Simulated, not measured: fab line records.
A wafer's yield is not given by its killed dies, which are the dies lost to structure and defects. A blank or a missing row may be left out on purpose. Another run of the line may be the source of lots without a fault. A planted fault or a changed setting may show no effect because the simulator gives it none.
2 desks looking at one fault	flow gf180mcu	what lay behind the numbers comes last; until then each desk has only its own

## TOOL OWNER'S DESK, pvdSputter-03
At GF_TOP_METAL_SPUTTER_04 (material TiN, target thk 25 nm, time 20.8 s) the tool's own readings: per lot run on this tool, the mean of the sampled wafers that have a number. If a lot's mean is further than 4 standard deviations from the usual mean, the lot is out of limits and carries the mark OUT (the distance appears in the brackets).
Columns: A = chamberPressurePa at GF_TOP_METAL_SPUTTER_04, usual 0.4002 Pa; B = throttleValvePct at GF_TOP_METAL_SPUTTER_04, usual 30.2 %
lot	first seen here	A	B
L469	day 29 17:43	0.3999	29.6
L475	day 31 11:14	0.4179 (+25) OUT	29.6
L476	day 31 14:37	0.4173 (+24) OUT	29.3
This desk's finding: out of limits on L475, L476; first on L475, day 31 11:14 (chamberPressurePa at GF_TOP_METAL_SPUTTER_04). In limits: L469.

## AT THE METROLOGY DESK
Lot by lot, what the gauges showed, no matter which tool ran the lot: averages of those sampled wafers that carry a number. If a lot's mean is further than 4 standard deviations from the usual mean, the lot is out of limits and carries the mark OUT (the distance appears in the brackets).
Columns: A = V5_W_RS at GF_V5_RS_MEAS_24, usual 0.323 ohm/sq; B = V5_W_THK at GF_V5_THK_MEAS_25, usual 343 nm; C = TOP_METAL_ALCU_RS at GF_TOP_METAL_RS_MEAS_05, usual 0.03278 ohm/sq; D = TOP_METAL_ALCU_THK at GF_TOP_METAL_THK_MEAS_06, usual 880 nm; E = cdNm at GF_TOP_METAL_CD_MEAS_14, usual 439.7 nm; F = TOP_METAL_OVL at GF_TOP_METAL_OVL_MEAS_15, usual -0.2 nm
lot	first seen here	A	B	C	D	E	F
L464	day 27 22:52	0.323	346	0.03253	882	438.2	0.7
L469	day 29 17:04	0.326	337	0.03293	874	441.4	-0.3
L475	day 31 10:36	0.327	338	0.03273	882	440.4	-0.7
L476	day 31 13:59	0.316	351	0.03296	880	438.3	-1.0
L478	day 31 23:38	0.332	334	0.03297	879	443.5	-0.6
L484	day 33 14:01	0.323	347	0.03300	882	439.5	0.0
This desk's finding: nothing out of limits on any of the 6 lots.

## PUT TOGETHER
An alarm could have come from the tool owner's desk at day 31 11:14, on L475, L476.
From the metrology desk's view, nothing was out of limits.
The metrology desk holds a record of L475, L476, inside its limits.
Every lot named ran GF_TOP_METAL_SPUTTER_04 on pvdSputter-03.

## WHAT THE SIMULATOR HAD INSERTED
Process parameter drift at GF_TOP_METAL_SPUTTER_04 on pvdSputter-03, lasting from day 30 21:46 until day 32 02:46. The setting chamberPressurePa was moved by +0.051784, starting from 0.4. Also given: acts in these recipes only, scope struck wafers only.
Lots struck among those shown: L475, L476.
Hours from the fault's start to each desk's first reading out of limits: the tool owner's desk, 13.
